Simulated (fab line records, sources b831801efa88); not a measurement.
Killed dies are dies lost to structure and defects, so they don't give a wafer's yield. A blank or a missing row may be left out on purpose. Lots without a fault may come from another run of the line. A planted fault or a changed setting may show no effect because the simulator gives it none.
fab line records | flow sky130 | part 1 of 2: steps 1 to 25 of 35
record lots=5 wafers=15 last_day=50
route steps=708 shown GATE_OXIDE@195 POLY_GATE@204 RES_PROTECT@206
lots that met no fault: from a run of the same line without faults
start_h: hours from the record's first day to the start of the lot's first wafer shown | wait_h: hours since the lot's step before | " the same as in the row above | L1.1+2: a row that stands for several wafers | - no value, or no start given | * or withheld: withheld | < > ~ a bound
route shown NAME@n: a module of which the file shows steps, and the number in the route of the first | usual: mean/standard deviation of fault-free wafers | same: alike in all rows | chamber/n: place in a boat | sites: the reading at each site | _std_site: their standard deviation | _edge_site: outer sites' mean less inner sites' | radius_mm: how far each site lies from the wafer's centre | mask NAME#n: copy n | behind: the tool/chamber that last shaped the wafer | hold: why the lot was held/for how many hours/how that ended | device: the transistor (n, p or np) that didn't switch | end of line: the same wafers' tests at the end of the route | a step without rows: its recipe alone | killed: dies lost to structure and defects at the first sort, not the wafer's yield | map: a wafer's dies, x killed, . not, _ none there
set.NAME: the setting as run; set.NAME@STEP: as run at that earlier step | model.NAME: the simulator's own value behind a step, which no gauge read
lots at some steps of the route; a table a step, a row a wafer
services: from which hour (start_h, from the record's first day; less than 0 if before it) a tool's chamber was out of use, for how many hours, and why
## steps
# step SKY_GATE_OXIDE_PEB_08
# recipe temp_c=withheld time_s=* resist=NOVOLAK
# usual exhaust_pa=45.0/0.89
# same time_s=*
# columns lot.wafer tool chamber start_h wait_h exhaust_pa
L078.2 litho_track-01 0 - - 45.6
L078.3 " 0 " " 45.9
L078.5 " 0 " " 46.0
L081.2 litho_track-04 0 - - 45.8
L081.4 " 0 " " 45.2
L081.6 " 0 " " 45.0
L085.2 litho_track-04 0 - - 43.4
L085.4 " 0 " " 46.2
L085.6 " 0 " " 45.4
L093.1 litho_track-04 0 - - 46.1
L093.3 " 0 " " 46.4
L093.5 " 0 " " 45.7
L096.1 litho_track-03 0 - - 43.5
L096.2 " 0 " " 43.5
L096.6 " 0 " " 42.5
# step SKY_GATE_OXIDE_DEVELOP_09
# recipe resist=NOVOLAK developer=TMAH develop_time_s=60 dev_temp_c=23
# usual exhaust_pa=45.2/0.87
# columns lot.wafer tool chamber start_h wait_h exhaust_pa
L078.2 litho_track-01 0 347.79 0.1 44.8
L078.3 " 0 " " 44.1
L078.5 " 0 " " 46.5
L081.2 litho_track-04 0 382.68 0.1 45.8
L081.4 " 0 " " 45.5
L081.6 " 0 " " 45.0
L085.2 litho_track-04 0 409.73 0.1 43.5
L085.4 " 0 " " 43.4
L085.6 " 0 " " 43.9
L093.1 litho_track-04 0 465.60 0.1 45.0
L093.3 " 0 " " 45.2
L093.5 " 0 " " 44.5
L096.1 litho_track-03 0 496.68 0.1 45.1
L096.2 " 0 " " 44.4
L096.6 " 0 " " 44.4
# step SKY_GATE_OXIDE_OVL_MEAS_10
# usual GATE_OXIDE_OVL=0.2/1.5
# columns lot.wafer tool chamber start_h wait_h GATE_OXIDE_OVL[nm]
L078.2 overlay-02 - 347.93 0.1 2.7
L078.3 " - " " 2.7
L078.5 " - " " 1.6
L081.2 overlay-01 - 382.81 0.1 -1.4
L081.4 " - " " 1.9
L081.6 " - " " 0.0
L085.2 overlay-02 - 409.86 0.1 -1.8
L085.4 " - " " 0.9
L085.6 " - " " 0.1
L093.1 overlay-01 - 465.75 0.1 0.3
L093.3 " - " " 0.7
L093.5 " - " " -0.7
L096.1 overlay-02 - 496.83 0.1 0.8
L096.2 " - " " -0.2
L096.6 " - " " 1.1
# step SKY_GATE_OXIDE_IMPLANT_11
# recipe species=B energy_kev=10 dose_cm2=2.6e+12 tilt_deg=withheld
# columns lot.wafer tool chamber start_h wait_h
L078.2+3+5 implanter-02 0 347.98 0.0
L081.2+4+6 implanter-01 0 382.87 0.0
L085.2+4+6 implanter-03 0 409.92 0.0
L093.1+3+5 implanter-02 0 465.79 0.0
L096.1+2+6 implanter-01 0 496.86 0.0
# step SKY_GATE_OXIDE_WET_ETCH_12
# recipe chemistry=dHF target_depth_nm=16.8 dry=n2_spin target=SiO2 dilution=100:1 temp_c=25 time_s=336
# same time_s=336
# columns lot.wafer tool chamber start_h wait_h
L078.2+3+5 wet_bench-02 0 348.11 0.1
L081.2+4+6 wet_bench-03 2 382.99 0.1
L085.2+4+6 wet_bench-02 0 410.04 0.1
L093.1+3+5 wet_bench-02 2 466.04 0.2
L096.1+2+6 wet_bench-01 2 497.01 0.1
# step SKY_GATE_OXIDE_STRIP_13
# recipe chemistry=O2/N2 power_w=1400 pressure_mtorr=1500 platen_temp_c=withheld o2_flow_sccm=3000 n2_flow_sccm=300 overash_fraction=0.5
# usual drypump_motor_current_A=5.7/0.41 oes_product_au=0.716/0.005 strip_time_to_endpoint_s=14.18/0.032
# columns lot.wafer tool chamber start_h wait_h drypump_motor_current_A oes_product_au rf_hours_counter_h strip_time_to_endpoint_s
L078.2 plasma_asher-02 1 348.21 0.0 5.5 0.712 66 14.20
L078.3 " 0 " " 5.4 0.711 - 14.18
L078.5 " 0 " " 5.3 0.719 - 14.17
L081.2 plasma_asher-02 1 383.09 0.0 5.5 0.710 70 14.19
L081.4 " 0 " " 5.4 0.711 - 14.23
L081.6 " 1 " " 5.5 0.718 - 14.21
L085.2 plasma_asher-03 1 410.14 0.0 5.6 0.717 74 14.19
L085.4 " 0 " " 6.0 0.717 - 14.22
L085.6 " 0 " " 6.0 0.721 - 14.18
L093.1 plasma_asher-03 0 466.15 0.0 6.0 0.716 4 14.17
L093.3 " 0 " " 6.0 0.717 - 14.16
L093.5 " 0 " " 6.0 0.712 - 14.23
L096.1 plasma_asher-04 1 497.12 0.0 5.4 0.722 31 14.14
L096.2 " 0 " " 6.6 0.715 31 14.15
L096.6 " 0 " " 6.6 0.716 - 14.18
# step SKY_GATE_OXIDE_TW_MEAS_14
# usual GATE_OXIDE_TW=225.5/1.4
# columns lot.wafer tool chamber start_h wait_h GATE_OXIDE_TW
L078.2 film_metro-02 - 348.32 0.1 222.7
L078.3 " - " " 223.7
L078.5 " - " " 224.1
L081.2 film_metro-04 - 383.20 0.1 228.0
L081.4 " - " " 226.4
L081.6 " - " " 227.6
L085.2 film_metro-04 - 410.25 0.1 223.7
L085.4 " - " " 224.8
L085.6 " - " " 225.0
L093.1 film_metro-03 - 466.25 0.1 226.3
L093.3 " - " " 225.5
L093.5 " - " " 226.6
L096.1 film_metro-02 - 497.22 0.1 223.9
L096.2 " - " " 223.2
L096.6 " - " " 223.6
# step SKY_GATE_OXIDE_CLEAN_15
# recipe chemistry=SC1/SC2 mix=1:4:20 temp_c=70 time_s=150 dry=n2_spin
# same time_s=150
# columns lot.wafer tool chamber start_h wait_h
L078.2+3+5 wet_bench-03 3 348.37 0.0
L081.2+4+6 wet_bench-01 0 383.25 0.0
L085.2+4+6 wet_bench-03 3 410.30 0.0
L093.1+3+5 wet_bench-01 3 466.31 0.1
L096.1+2+6 wet_bench-02 0 497.28 0.1
# step SKY_GATE_OXIDE_OXIDATION_16
# recipe temp_c=800 ambient=O2 idle_temp_c=700 ramp_up_c_per_min=10 ramp_down_c_per_min=3 stabilise_s=600 purge_s=300 target_thk_a=35.7 ox_time_s=1915
# usual zone_power_upper_pct=15.7/1.7
# columns lot.wafer tool chamber start_h wait_h zone_power_upper_pct
L078.2 furnace-01 0 349.59 1.2 13.7
L078.3 " 0 " " 13.7
L078.5 " 0 " " 13.5
L081.2 furnace-02 0 383.82 0.5 17.2
L081.4 " 0 " " 17.0
L081.6 " 0 " " 16.8
L085.2 furnace-01 0 410.35 0.0 13.9
L085.4 " 0 " " 13.9
L085.6 " 0 " " 13.9
L093.1 furnace-01 0 467.80 1.4 13.7
L093.3 " 0 " " 13.8
L093.5 " 0 " " 13.8
L096.1 furnace-02 0 497.33 0.0 17.2
L096.2 " 0 " " 16.9
L096.6 " 0 " " 16.8
# step SKY_POLY_GATE_CVD_00
# recipe material=poly-Si target_thk_nm=180 temp_c=620 time_s=720 pressure_mtorr=200
# usual zone_power_upper_pct=8.4/0.84
# same time_s=720
# columns lot.wafer tool chamber start_h wait_h zone_power_upper_pct
L078.2 lpcvd-01 1 351.12 0.0 7.9
L078.3 " 1 " " 7.9
L078.5 " 1 " " 7.9
L081.2 lpcvd-01 1 385.35 0.0 8.0
L081.4 " 1 " " 7.9
L081.6 " 1 " " 7.9
L085.2 lpcvd-01 1 411.88 0.0 7.9
L085.4 " 1 " " 7.8
L085.6 " 1 " " 7.9
L093.1 lpcvd-01 1 469.34 0.0 7.9
L093.3 " 1 " " 7.9
L093.5 " 1 " " 7.9
L096.1 lpcvd-01 0 498.86 0.0 10.0
L096.2 " 0 " " 9.7
L096.6 " 0 " " 9.8
# step SKY_POLY_GATE_THK_MEAS_01
# recipe reads=poly-Si_of_POLY_GATE_CVD_00
# usual POLY_GATE_CVD_00_THK=180.4/1.3
# columns lot.wafer tool chamber start_h wait_h POLY_GATE_CVD_00_THK[nm]
L078.2 film_metro-04 - 352.33 0.0 177.3
L078.3 " - " " 177.9
L078.5 " - " " 179.8
L081.2 film_metro-04 - 386.59 0.0 180.1
L081.4 " - " " 181.2
L081.6 " - " " 181.3
L085.2 film_metro-04 - 413.09 0.0 180.6
L085.4 " - " " 180.4
L085.6 " - " " 181.4
L093.1 film_metro-02 - 470.54 0.0 178.8
L093.3 " - " " 180.9
L093.5 " - " " 179.8
L096.1 film_metro-04 - 500.06 0.0 179.6
L096.2 " - " " 179.7
L096.6 " - " " 179.0
# step SKY_RES_PROTECT_DEHYDRATE_00
# recipe temp_c=200 time_s=60
# usual exhaust_pa=44.9/0.82 heater_power_total_W=160.36/0.13
# same time_s=60
# columns lot.wafer tool chamber start_h wait_h exhaust_pa heater_power_total_W
L078.2 litho_track-03 0 367.25 14.9 44.0 160.30
L078.3 " 0 " " 44.1 160.21
L078.5 " 0 " " 44.2 160.31
L081.2 litho_track-02 0 401.57 15.0 45.6 160.54
L081.4 " 0 " " 44.6 160.35
L081.6 " 0 " " 44.2 160.27
L085.2 litho_track-03 0 428.30 15.2 44.8 160.21
L085.4 " 0 " " 45.6 160.32
L085.6 " 0 " " 45.2 160.27
L093.1 litho_track-01 0 485.22 14.7 46.2 160.17
L093.3 " 0 " " 46.0 160.20
L093.5 " 0 " " 45.9 160.56
L096.1 litho_track-01 0 514.47 14.4 45.1 160.17
L096.2 " 0 " " 43.9 160.27
L096.6 " 0 " " 44.1 160.38
# step SKY_RES_PROTECT_HMDS_01
# recipe prime_time_s=60 prime_temp_c=120
# usual exhaust_pa=45.1/0.88
# same prime_time_s=60
# columns lot.wafer tool chamber start_h wait_h exhaust_pa
L078.2 litho_track-03 0 367.40 0.1 44.3
L078.3 " 0 " " 43.1
L078.5 " 0 " " 43.4
L081.2 litho_track-02 0 401.72 0.1 44.9
L081.4 " 0 " " 44.1
L081.6 " 0 " " 45.2
L085.2 litho_track-03 0 428.45 0.1 45.4
L085.4 " 0 " " 45.2
L085.6 " 0 " " 47.0
L093.1 litho_track-01 0 485.37 0.1 45.0
L093.3 " 0 " " 45.2
L093.5 " 0 " " 45.1
L096.1 litho_track-01 0 514.62 0.1 45.5
L096.2 " 0 " " 45.1
L096.6 " 0 " " 44.6
# step SKY_RES_PROTECT_COAT_02
# recipe resist=NOVOLAK spin_rpm=3000 resist_thk_nm=1140
# usual exhaust_pa=45.0/0.94
# columns lot.wafer tool chamber start_h wait_h exhaust_pa
L078.2 litho_track-03 0 367.55 0.1 45.8
L078.3 " 0 " " 45.0
L078.5 " 0 " " 44.8
L081.2 litho_track-02 0 401.87 0.1 44.2
L081.4 " 0 " " 44.6
L081.6 " 0 " " 44.9
L085.2 litho_track-03 0 428.60 0.1 45.5
L085.4 " 0 " " 45.3
L085.6 " 0 " " 45.2
L093.1 litho_track-01 0 485.52 0.1 45.0
L093.3 " 0 " " 41.9
L093.5 " 0 " " 43.2
L096.1 litho_track-01 0 514.77 0.1 46.0
L096.2 " 0 " " 44.9
L096.6 " 0 " " 44.7
# step SKY_RES_PROTECT_SOFTBAKE_03
# recipe temp_c=90 time_s=60 resist=NOVOLAK
# usual exhaust_pa=45.0/0.99 heater_power_total_W=56.59/0.046
# same time_s=60
# columns lot.wafer tool chamber start_h wait_h exhaust_pa heater_power_total_W
L078.2 litho_track-03 0 367.70 0.1 44.7 56.64
L078.3 " 0 " " 44.5 56.60
L078.5 " 0 " " 45.8 56.59
L081.2 litho_track-02 0 402.02 0.1 45.9 56.58
L081.4 " 0 " " 46.8 56.57
L081.6 " 0 " " 44.9 56.63
L085.2 litho_track-03 0 428.75 0.1 45.3 56.54
L085.4 " 0 " " 46.1 56.58
L085.6 " 0 " " 46.2 56.59
L093.1 litho_track-01 0 485.67 0.1 44.9 56.59
L093.3 " 0 " " 45.5 56.58
L093.5 " 0 " " 44.3 56.61
L096.1 litho_track-01 0 514.92 0.1 44.6 56.61
L096.2 " 0 " " 43.6 56.54
L096.6 " 0 " " 44.7 56.51
# step SKY_RES_PROTECT_EXPOSE_04
# recipe mask_id=RPM na=0.6 source_shape=conventional sigma_outer=0.6 polarization=unpolarized target_cd_nm=1270 dose_mj=131
# usual exposure_dose_mJ_cm2=130.99/0.13
# columns lot.wafer tool chamber start_h wait_h mask exposure_dose_mJ_cm2
L078.2 iline_stepper-02 0 - - RPM#0 131.14
L078.3 " 0 " " RPM#0 131.08
L078.5 " 0 " " RPM#0 131.15
L081.2 iline_stepper-02 0 - - RPM#0 131.17
L081.4 " 0 " " RPM#0 131.02
L081.6 " 0 " " RPM#0 131.23
L085.2 iline_stepper-01 0 - - RPM#0 130.97
L085.4 " 0 " " RPM#0 131.21
L085.6 " 0 " " RPM#0 131.08
L093.1 iline_stepper-02 0 - - RPM#0 130.95
L093.3 " 0 " " RPM#0 131.02
L093.5 " 0 " " RPM#0 130.69
L096.1 iline_stepper-02 0 - - RPM#0 131.04
L096.2 " 0 " " RPM#0 131.03
L096.6 " 0 " " RPM#0 131.23
# step SKY_RES_PROTECT_PEB_05
# recipe temp_c=withheld time_s=* resist=NOVOLAK
# usual exhaust_pa=45.0/0.92
# same time_s=*
# columns lot.wafer tool chamber start_h wait_h exhaust_pa
L078.2 litho_track-03 0 - - 45.1
L078.3 " 0 " " 45.6
L078.5 " 0 " " 44.4
L081.2 litho_track-02 0 - - 46.2
L081.4 " 0 " " 45.2
L081.6 " 0 " " 45.3
L085.2 litho_track-01 0 - - 44.8
L085.4 " 0 " " 45.7
L085.6 " 0 " " 44.9
L093.1 litho_track-02 0 - - 44.0
L093.3 " 0 " " 44.8
L093.5 " 0 " " 44.3
L096.1 litho_track-01 0 - - 43.0
L096.2 " 0 " " 44.2
L096.6 " 0 " " 45.3
# step SKY_RES_PROTECT_DEVELOP_06
# recipe resist=NOVOLAK developer=TMAH develop_time_s=60 dev_temp_c=23
# usual exhaust_pa=45.1/0.84
# columns lot.wafer tool chamber start_h wait_h exhaust_pa
L078.2 litho_track-03 0 380.35 0.1 45.9
L078.3 " 0 " " 44.8
L078.5 " 0 " " 45.7
L081.2 litho_track-02 0 415.62 0.1 45.4
L081.4 " 0 " " 44.2
L081.6 " 0 " " 44.8
L085.2 litho_track-01 0 443.09 0.1 45.4
L085.4 " 0 " " 46.3
L085.6 " 0 " " 45.7
L093.1 litho_track-02 0 501.29 0.1 44.9
L093.3 " 0 " " 44.7
L093.5 " 0 " " 45.2
L096.1 litho_track-01 0 530.52 0.1 45.0
L096.2 " 0 " " 44.5
L096.6 " 0 " " 44.6
# step SKY_POLY_GATE_IMPLANT_02
# recipe species=P energy_kev=30 dose_cm2=7.7e+15 tilt_deg=0
# usual tilt_deg=-0.001/0.02
# columns lot.wafer tool chamber start_h wait_h tilt_deg
L078.2 implanter-01 0 380.50 0.1 -0.003
L078.3 " 0 " " -0.001
L078.5 " 0 " " -0.022
L081.2 implanter-04 0 415.77 0.1 0.027
L081.4 " 0 " " 0.017
L081.6 " 0 " " 0.013
L085.2 implanter-04 0 443.24 0.1 -0.020
L085.4 " 0 " " -0.028
L085.6 " 0 " " -0.010
L093.1 implanter-02 0 501.44 0.1 -0.020
L093.3 " 0 " " 0.001
L093.5 " 0 " " -0.021
L096.1 implanter-01 0 530.67 0.1 -0.008
L096.2 " 0 " " 0.005
L096.6 " 0 " " -0.010
# step SKY_RES_PROTECT_STRIP_07
# recipe chemistry=O2/N2 power_w=1400 pressure_mtorr=1500 platen_temp_c=withheld o2_flow_sccm=3000 n2_flow_sccm=300 overash_fraction=0.5
# usual drypump_motor_current_A=5.7/0.43 oes_product_au=0.517/0.0047 strip_time_to_endpoint_s=23.29/0.042
# columns lot.wafer tool chamber start_h wait_h drypump_motor_current_A oes_product_au rf_hours_counter_h strip_time_to_endpoint_s
L078.2 plasma_asher-02 1 380.63 0.1 5.5 0.510 70 23.28
L078.3 " 0 " " 5.4 0.516 - 23.21
L078.5 " 1 " " 5.5 0.514 - 23.25
L081.2 plasma_asher-02 0 415.89 0.1 5.4 0.528 74 23.29
L081.4 " 0 " " 5.3 0.519 - 23.28
L081.6 " 1 " " 5.5 0.518 - 23.26
L085.2 plasma_asher-02 1 443.37 0.1 5.5 0.521 76 23.37
L085.4 " 1 " " 5.5 0.510 - 23.37
L085.6 " 0 " " 5.4 0.520 - 23.42
L093.1 plasma_asher-04 0 501.59 0.1 6.6 0.518 32 23.34
L093.3 " 0 " " 6.6 0.519 - 23.31
L093.5 " 0 " " 6.6 0.515 - 23.31
L096.1 plasma_asher-04 0 530.82 0.1 6.6 0.517 35 23.26
L096.2 " 1 " " 5.4 0.516 35 23.30
L096.6 " 0 " " 6.6 0.519 - 23.28
# step SKY_RES_PROTECT_TW_MEAS_08
# usual POLY_GATE_TW=4029/48
# columns lot.wafer tool chamber start_h wait_h POLY_GATE_TW
L078.2 film_metro-02 - 380.74 0.1 4078
L078.3 " - " " 4020
L078.5 " - " " 4050
L081.2 film_metro-02 - 416.00 0.1 4015
L081.4 " - " " 4016
L081.6 " - " " 4029
L085.2 film_metro-03 - 443.48 0.1 4061
L085.4 " - " " 4075
L085.6 " - " " 4071
L093.1 film_metro-02 - 501.69 0.1 4010
L093.3 " - " " 4017
L093.5 " - " " 4030
L096.1 film_metro-03 - 530.92 0.1 4068
L096.2 " - " " 4096
L096.6 " - " " 4055
# step SKY_RES_PROTECT_CLEAN_09
# recipe chemistry=SC1/SC2 mix=1:4:20 temp_c=70 time_s=150 dry=n2_spin
# same time_s=150
# columns lot.wafer tool chamber start_h wait_h
L078.2+3+5 wet_bench-02 2 380.79 0.0
L081.2+4+6 wet_bench-03 0 416.05 0.0
L085.2+4+6 wet_bench-03 3 443.53 0.0
L093.1+3+5 wet_bench-04 0 501.78 0.1
L096.1+2+6 wet_bench-02 0 530.98 0.1
# step SKY_POLY_GATE_CVD_03
# recipe material=Si3N4 precursor=DCS/NH3 target_thk_nm=75 temp_c=770 time_s=1290 pressure_mtorr=250
# usual zone_power_upper_pct=13.7/0.33
# same time_s=1290
# columns lot.wafer tool chamber start_h wait_h zone_power_upper_pct
L078.2 lpcvd-02 1 382.01 1.2 14.2
L078.3 " 1 " " 14.1
L078.5 " 1 " " 14.0
L081.2 lpcvd-02 0 417.01 0.9 13.5
L081.4 " 0 " " 13.7
L081.6 " 0 " " 13.5
L085.2 lpcvd-02 0 444.70 1.1 13.5
L085.4 " 0 " " 13.7
L085.6 " 0 " " 13.6
L093.1 lpcvd-02 0 501.83 0.0 13.5
L093.3 " 0 " " 13.6
L093.5 " 0 " " 13.5
L096.1 lpcvd-02 0 531.03 0.0 13.3
L096.2 " 0 " " 13.5
L096.6 " 0 " " 13.5
# step SKY_POLY_GATE_THK_MEAS_04
# recipe reads=Si3N4_of_POLY_GATE_CVD_03
# usual POLY_GATE_CVD_03_THK=75.3/0.63
# columns lot.wafer tool chamber start_h wait_h POLY_GATE_CVD_03_THK[nm]
L078.2 film_metro-02 - 383.38 0.0 74.5
L078.3 " - " " 74.8
L078.5 " - " " 74.7
L081.2 film_metro-04 - 418.38 0.0 74.7
L081.4 " - " " 75.0
L081.6 " - " " 75.2
L085.2 film_metro-01 - 446.07 0.0 74.0
L085.4 " - " " 74.5
L085.6 " - " " 73.9
L093.1 film_metro-04 - 503.19 0.0 76.4
L093.3 " - " " 75.8
L093.5 " - " " 75.6
L096.1 film_metro-04 - 532.39 0.0 75.7
L096.2 " - " " 76.1
L096.6 " - " " 75.7
# step SKY_POLY_GATE_DEHYDRATE_05
# recipe temp_c=200 time_s=60
# usual exhaust_pa=45.1/0.85 heater_power_total_W=160.37/0.13
# same time_s=60
# columns lot.wafer tool chamber start_h wait_h exhaust_pa heater_power_total_W
L078.2 litho_track-02 0 397.57 14.2 46.1 160.30
L078.3 " 0 " " 46.3 160.36
L078.5 " 0 " " 44.5 160.37
L081.2 litho_track-02 0 433.67 15.3 44.6 160.31
L081.4 " 0 " " 44.9 160.27
L081.6 " 0 " " 45.3 160.61
L085.2 litho_track-04 0 461.38 15.3 45.7 160.34
L085.4 " 0 " " 46.0 160.34
L085.6 " 0 " " 45.5 160.65
L093.1 litho_track-02 0 517.99 14.8 45.0 160.37
L093.3 " 0 " " 43.9 160.32
L093.5 " 0 " " 44.8 160.30
L096.1 litho_track-04 0 546.20 13.8 46.4 160.35
L096.2 " 0 " " 45.5 160.36
L096.6 " 0 " " 44.6 160.67
